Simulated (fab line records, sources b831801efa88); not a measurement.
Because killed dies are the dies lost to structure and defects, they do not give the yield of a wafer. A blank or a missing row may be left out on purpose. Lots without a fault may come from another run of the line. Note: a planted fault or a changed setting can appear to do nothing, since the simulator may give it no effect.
fab line records + flow sky130
record:
- lots: 14
- wafers: 42
- last-day: 50
route steps=708 shown VIA3@574 METAL4@598
lots with no fault: from the same line, run without faults
start-h: hours from the record's first day to the start of the lot's first wafer shown + wait-h: hours elapsed since this lot's preceding step + " as in the row above + L1.1+2: several wafers, shown together as one row + - value missing, or start not given + * or withheld: withheld + < > ~ a bound
route shown NAME@n: names a module that has steps shown in the file, with the first one's number in the route + usual: mean/standard deviation taken from wafers without a fault + same: alike in all rows + chamber/n: place in a boat + sites: the reading at each site + _std_site: standard deviation across them + _edge_site: the outer-site mean with the inner-site mean subtracted + radius-mm: how far each site lies from the wafer's centre + mask NAME#n: copy n + behind: the last tool/chamber to shape the wafer + hold: reason for holding the lot/hours on hold/outcome of the hold + device: names the non-switching transistor (n, p or np) + end of line: the tests these same wafers got at the end of their route + a step without rows: its recipe alone + killed: the dies lost at the first sort to structure and to defects; this is not the yield of the wafer + map: shows each die of a wafer: x if killed, . if not, _ if none is there
set.NAME: the run value of the setting; set.NAME@STEP: its run value at that earlier step + model.NAME: the simulator's own value behind a step, which no gauge read
steps of the route over a sample of lots; a table a step, a row a wafer
services: a tool's chamber out of use, with start hour (start-h, from the record's first day; less than 0 if before it), hours out, and reason
== steps ==
step: SKY_VIA3_THK_MEAS_01
recipe:
- reads: SiO2_of_VIA3_HDPCVD_00
usual:
- VIA3_HDPCVD_THK: 1558/22
| lot.wafer | tool          | chamber | start-h | wait-h | VIA3_HDPCVD_THK[nm] |
|-----------|---------------|---------|---------|--------|---------------------|
| L347.1    | film-metro-02 | -       | 907.77  | 0.1    | 1577                |
| L347.3    | "             | -       | "       | "      | 1579                |
| L347.5    | "             | -       | "       | "      | 1566                |
| L349.2    | film-metro-02 | -       | 924.16  | 0.1    | 1555                |
| L349.3    | "             | -       | "       | "      | 1541                |
| L349.4    | "             | -       | "       | "      | 1559                |
| L350.2    | film-metro-02 | -       | 932.28  | 0.1    | 1558                |
| L350.3    | "             | -       | "       | "      | 1565                |
| L350.5    | "             | -       | "       | "      | 1565                |
| L351.1    | film-metro-02 | -       | 934.69  | 0.1    | 1586                |
| L351.3    | "             | -       | "       | "      | 1588                |
| L351.6    | "             | -       | "       | "      | 1559                |
| L353.1    | film-metro-03 | -       | 956.02  | 0.1    | 1522                |
| L353.3    | "             | -       | "       | "      | 1550                |
| L353.4    | "             | -       | "       | "      | 1562                |
| L354.4    | film-metro-02 | -       | 960.38  | 0.0    | 1531                |
| L354.5    | "             | -       | "       | "      | 1530                |
| L354.6    | "             | -       | "       | "      | 1544                |
| L360.3    | film-metro-02 | -       | 1010.12 | 0.1    | 1542                |
| L360.5    | "             | -       | "       | "      | 1542                |
| L360.6    | "             | -       | "       | "      | 1565                |
| L363.1    | film-metro-02 | -       | 1024.02 | 0.1    | 1565                |
| L363.2    | "             | -       | "       | "      | 1575                |
| L363.5    | "             | -       | "       | "      | 1550                |
| L364.1    | film-metro-01 | -       | 1027.14 | 0.1    | 1570                |
| L364.3    | "             | -       | "       | "      | 1581                |
| L364.6    | "             | -       | "       | "      | 1554                |
| L365.3    | film-metro-02 | -       | 1033.12 | 0.1    | 1567                |
| L365.5    | "             | -       | "       | "      | 1552                |
| L365.6    | "             | -       | "       | "      | 1577                |
| L366.2    | film-metro-03 | -       | 1039.06 | 0.1    | 1558                |
| L366.3    | "             | -       | "       | "      | 1565                |
| L366.4    | "             | -       | "       | "      | 1567                |
| L367.1    | film-metro-01 | -       | 1045.63 | 0.1    | 1550                |
| L367.5    | "             | -       | "       | "      | 1591                |
| L367.6    | "             | -       | "       | "      | 1576                |
| L368.2    | film-metro-02 | -       | 1050.29 | 0.1    | 1559                |
| L368.4    | "             | -       | "       | "      | 1517                |
| L368.6    | "             | -       | "       | "      | 1554                |
| L369.1    | film-metro-01 | -       | 1055.89 | 0.1    | 1549                |
| L369.3    | "             | -       | "       | "      | 1565                |
| L369.6    | "             | -       | "       | "      | 1547                |
step: SKY_VIA3_STRIP_16
recipe:
- chemistry: O2/N2
- power-w: 1400
- pressure-mtorr: 1500
- platen-temp-c: withheld
- o2-flow-sccm: 3000
- n2-flow-sccm: 300
- overash-fraction: 0.5
usual:
- chamber-pressure-mTorr: 1500.1/1.3
- drypump-motor-current-A: 6.27/0.24
- oes-product-au: 0.402/0.0047
- strip-time-to-endpoint-s: 4.132/0.024
| lot.wafer | tool            | chamber | start-h | wait-h | chamber-pressure-mTorr | drypump-motor-current-A | oes-product-au | rf-hours-counter-h | strip-time-to-endpoint-s |
|-----------|-----------------|---------|---------|--------|------------------------|-------------------------|----------------|--------------------|--------------------------|
| L347.1    | plasma-asher-02 | 0       | 933.43  | 0.0    | 1498.1                 | 6.70                    | 0.408          | 19                 | 4.144                    |
| L347.3    | "               | 1       | "       | "      | 1502.3                 | 6.07                    | 0.402          | -                  | 4.156                    |
| L347.5    | "               | 0       | "       | "      | 1499.8                 | 6.69                    | 0.403          | -                  | 4.143                    |
| L349.2    | plasma-asher-02 | 1       | 950.43  | 0.0    | 1499.5                 | 6.07                    | 0.406          | 20                 | 4.150                    |
| L349.3    | "               | 0       | "       | "      | 1500.0                 | 6.69                    | 0.398          | -                  | 4.122                    |
| L349.4    | "               | 1       | "       | "      | 1500.1                 | 6.07                    | 0.402          | -                  | 4.167                    |
| L350.2    | plasma-asher-03 | 0       | 957.43  | 0.0    | 1501.8                 | 6.19                    | 0.401          | 114                | 4.177                    |
| L350.3    | "               | 0       | "       | "      | 1499.3                 | 6.14                    | 0.402          | -                  | 4.150                    |
| L350.5    | "               | 0       | "       | "      | 1500.5                 | 6.17                    | 0.411          | -                  | 4.122                    |
| L351.1    | plasma-asher-02 | 0       | 960.03  | 0.0    | 1499.3                 | 6.71                    | 0.392          | 21                 | 4.124                    |
| L351.3    | "               | 0       | "       | "      | 1501.9                 | 6.71                    | 0.404          | -                  | 4.177                    |
| L351.6    | "               | 1       | "       | "      | 1502.1                 | 6.07                    | 0.399          | -                  | 4.156                    |
| L353.1    | plasma-asher-02 | 0       | 980.98  | 0.0    | -                      | -                       | -              | -                  | -                        |
| L353.3    | "               | 0       | "       | "      | -                      | -                       | -              | -                  | -                        |
| L353.4    | "               | 1       | "       | "      | -                      | -                       | -              | -                  | -                        |
| L354.4    | plasma-asher-01 | 1       | 984.87  | 0.0    | -                      | -                       | -              | -                  | -                        |
| L354.5    | "               | 1       | "       | "      | -                      | -                       | -              | -                  | -                        |
| L354.6    | "               | 0       | "       | "      | -                      | -                       | -              | -                  | -                        |
| L360.3    | plasma-asher-01 | 1       | 1033.76 | 0.1    | 1502.0                 | 6.38                    | 0.409          | -                  | 4.161                    |
| L360.5    | "               | 1       | "       | "      | 1502.8                 | 6.36                    | 0.399          | -                  | 4.113                    |
| L360.6    | "               | 0       | "       | "      | 1502.1                 | 6.06                    | 0.404          | -                  | 4.155                    |
| L363.1    | plasma-asher-02 | 1       | 1046.62 | 0.0    | 1500.6                 | 6.07                    | 0.399          | 29                 | 4.112                    |
| L363.2    | "               | 0       | "       | "      | 1502.3                 | 6.68                    | 0.400          | 29                 | 4.120                    |
| L363.5    | "               | 1       | "       | "      | 1500.8                 | 6.07                    | 0.411          | -                  | 4.096                    |
| L364.1    | plasma-asher-01 | 1       | 1050.79 | 0.0    | 1501.3                 | 6.37                    | 0.402          | 93                 | 4.132                    |
| L364.3    | "               | 0       | "       | "      | 1499.1                 | 6.05                    | 0.400          | -                  | 4.115                    |
| L364.6    | "               | 1       | "       | "      | 1500.9                 | 6.39                    | 0.402          | -                  | 4.142                    |
| L365.3    | plasma-asher-01 | 1       | 1056.17 | 0.1    | 1497.7                 | 6.37                    | 0.408          | -                  | 4.169                    |
| L365.5    | "               | 0       | "       | "      | 1498.4                 | 6.03                    | 0.400          | -                  | 4.139                    |
| L365.6    | "               | 1       | "       | "      | 1500.1                 | 6.38                    | 0.405          | -                  | 4.146                    |
| L366.2    | plasma-asher-01 | 1       | 1061.29 | 0.1    | 1501.9                 | 6.37                    | 0.405          | 95                 | 4.155                    |
| L366.3    | "               | 0       | "       | "      | 1500.5                 | 6.03                    | 0.396          | -                  | 4.136                    |
| L366.4    | "               | 1       | "       | "      | 1500.0                 | 6.35                    | 0.400          | -                  | 4.119                    |
| L367.1    | plasma-asher-03 | 0       | 1068.49 | 0.0    | 1499.1                 | 6.20                    | 0.410          | 0                  | 4.155                    |
| L367.5    | "               | 1       | "       | "      | 1501.8                 | 6.26                    | 0.405          | -                  | 4.143                    |
| L367.6    | "               | 0       | "       | "      | 1500.3                 | 6.20                    | 0.403          | -                  | 4.130                    |
| L368.2    | plasma-asher-02 | 0       | 1071.92 | 0.0    | 1499.9                 | 6.68                    | 0.399          | 30                 | 4.160                    |
| L368.4    | "               | 1       | "       | "      | 1499.8                 | 6.07                    | 0.397          | -                  | 4.186                    |
| L368.6    | "               | 0       | "       | "      | 1499.1                 | 6.68                    | 0.410          | -                  | 4.151                    |
| L369.1    | plasma-asher-03 | 1       | 1077.72 | 0.0    | 1499.0                 | 6.26                    | 0.400          | 1                  | 4.086                    |
| L369.3    | "               | 1       | "       | "      | 1499.3                 | 6.27                    | 0.413          | -                  | 4.152                    |
| L369.6    | "               | 0       | "       | "      | 1499.8                 | 6.21                    | 0.405          | -                  | 4.100                    |
step: SKY_METAL4_SPUTTER_00
recipe:
- material: Ti
- target-thk-nm: 15
- power-w: 3000
- time-s: 10
- chamber-pressure-pa: 0.4
usual:
- cathode-dc-power-W: 3000.1/0.58
- throttle-valve-pct: 30.4/1.1
| lot.wafer | tool           | chamber | start-h | wait-h | cathode-dc-power-W | throttle-valve-pct |
|-----------|----------------|---------|---------|--------|--------------------|--------------------|
| L347.1    | pvd-sputter-02 | -       | 934.69  | 0.1    | 3000.1             | 32.1               |
| L347.3    | "              | -       | "       | "      | 3000.2             | 31.5               |
| L347.5    | "              | -       | "       | "      | 2999.8             | 31.0               |
| L349.2    | pvd-sputter-02 | -       | 951.69  | 0.2    | 2999.6             | 31.7               |
| L349.3    | "              | -       | "       | "      | 3000.8             | 29.0               |
| L349.4    | "              | -       | "       | "      | 3000.0             | 31.9               |
| L350.2    | pvd-sputter-02 | -       | 958.69  | 0.2    | 3000.2             | 29.0               |
| L350.3    | "              | -       | "       | "      | 3000.8             | 31.9               |
| L350.5    | "              | -       | "       | "      | 2999.5             | 29.1               |
| L351.1    | pvd-sputter-02 | -       | 961.29  | 0.2    | 3000.2             | 31.8               |
| L351.3    | "              | -       | "       | "      | 2999.6             | 31.0               |
| L351.6    | "              | -       | "       | "      | 3000.3             | 30.7               |
| L360.3    | pvd-sputter-03 | -       | 1034.98 | 0.1    | 2998.9             | 29.2               |
| L360.5    | "              | -       | "       | "      | 3000.8             | 30.5               |
| L360.6    | "              | -       | "       | "      | 2999.6             | 29.1               |
| L363.1    | pvd-sputter-03 | -       | 1047.90 | 0.2    | 2999.1             | 29.5               |
| L363.2    | "              | -       | "       | "      | 3000.3             | 29.2               |
| L363.5    | "              | -       | "       | "      | 3000.3             | 30.9               |
| L364.1    | pvd-sputter-03 | -       | 1052.05 | 0.1    | 2999.8             | 29.5               |
| L364.3    | "              | -       | "       | "      | 3000.2             | 29.5               |
| L364.6    | "              | -       | "       | "      | 3000.7             | 29.2               |
| L365.3    | pvd-sputter-02 | -       | 1057.44 | 0.2    | 3000.6             | 31.1               |
| L365.5    | "              | -       | "       | "      | 3000.2             | 28.7               |
| L365.6    | "              | -       | "       | "      | 2999.1             | 30.9               |
| L366.2    | pvd-sputter-02 | -       | 1062.55 | 0.2    | 3000.1             | 31.6               |
| L366.3    | "              | -       | "       | "      | 2999.7             | 31.9               |
| L366.4    | "              | -       | "       | "      | 3000.6             | 31.1               |
| L367.1    | pvd-sputter-02 | -       | 1069.74 | 0.2    | 3000.8             | 32.0               |
| L367.5    | "              | -       | "       | "      | 3001.1             | 29.1               |
| L367.6    | "              | -       | "       | "      | 3000.5             | 31.0               |
| L368.2    | pvd-sputter-02 | -       | 1073.18 | 0.1    | 3000.7             | 31.7               |
| L368.4    | "              | -       | "       | "      | 2999.7             | 31.7               |
| L368.6    | "              | -       | "       | "      | 3000.2             | 29.0               |
| L369.1    | pvd-sputter-02 | -       | 1078.98 | 0.1    | 3000.9             | 29.3               |
| L369.3    | "              | -       | "       | "      | 2999.7             | 31.9               |
| L369.6    | "              | -       | "       | "      | 3000.2             | 31.1               |
== services ==
| tool            | chamber | start-h | hours | kind       |
|-----------------|---------|---------|-------|------------|
| pvd-sputter-03  | -       | 910.81  | 6.7   | repair     |
| pvd-sputter-03  | -       | 939.89  | 1.8   | repair     |
| pvd-sputter-03  | -       | 968.84  | 0.6   | repair     |
| plasma-asher-03 | -       | 971.90  | 2.5   | repair     |
| plasma-asher-02 | -       | 993.85  | 2.8   | pm         |
| plasma-asher-01 | -       | 1041.62 | 0.9   | repair     |
| plasma-asher-02 | -       | 1051.52 | 14.6  | pm         |
| plasma-asher-03 | -       | 1055.26 | 9.0   | pm         |
| plasma-asher-03 | 0       | 1055.26 | 9.0   | vent-cycle |
| plasma-asher-03 | 1       | 1055.26 | 9.0   | vent-cycle |
| plasma-asher-03 | 0       | 1064.26 | -     | clean      |
| plasma-asher-03 | 1       | 1064.26 | -     | clean      |
== key ==
first-sign:
- step: SKY_VIA3_STRIP_16
- reading: tool-record
- direction: missing
effect none on later readings
met-at SKY_VIA3_STRIP_16
struck-lots L353,L354
later-rows-left-out L353.1,L353.3,L353.4,L354.4,L354.5,L354.6
sort-left-out L353.1,L353.3,L353.4,L354.4,L354.5,L354.6
not-acting-at SKY_VIA3_THK_MEAS_01,SKY_METAL4_SPUTTER_00
onset-between 960.03 980.98
fault:
- kind: skipped-step-whole
- tool: plasma-asher-01,plasma-asher-02
- chamber: -
- onset-h: 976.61
- steps: SKY_VIA3_STRIP_16
- scope: struck-lots-only
sort-left-out: the simulated sort isn't trusted on such a fault, so these wafers' sort isn't shown, and their yield isn't known
later-rows-left-out: the simulator's readings of these wafers behind a module that went badly wrong aren't trusted and aren't shown, but for the sort
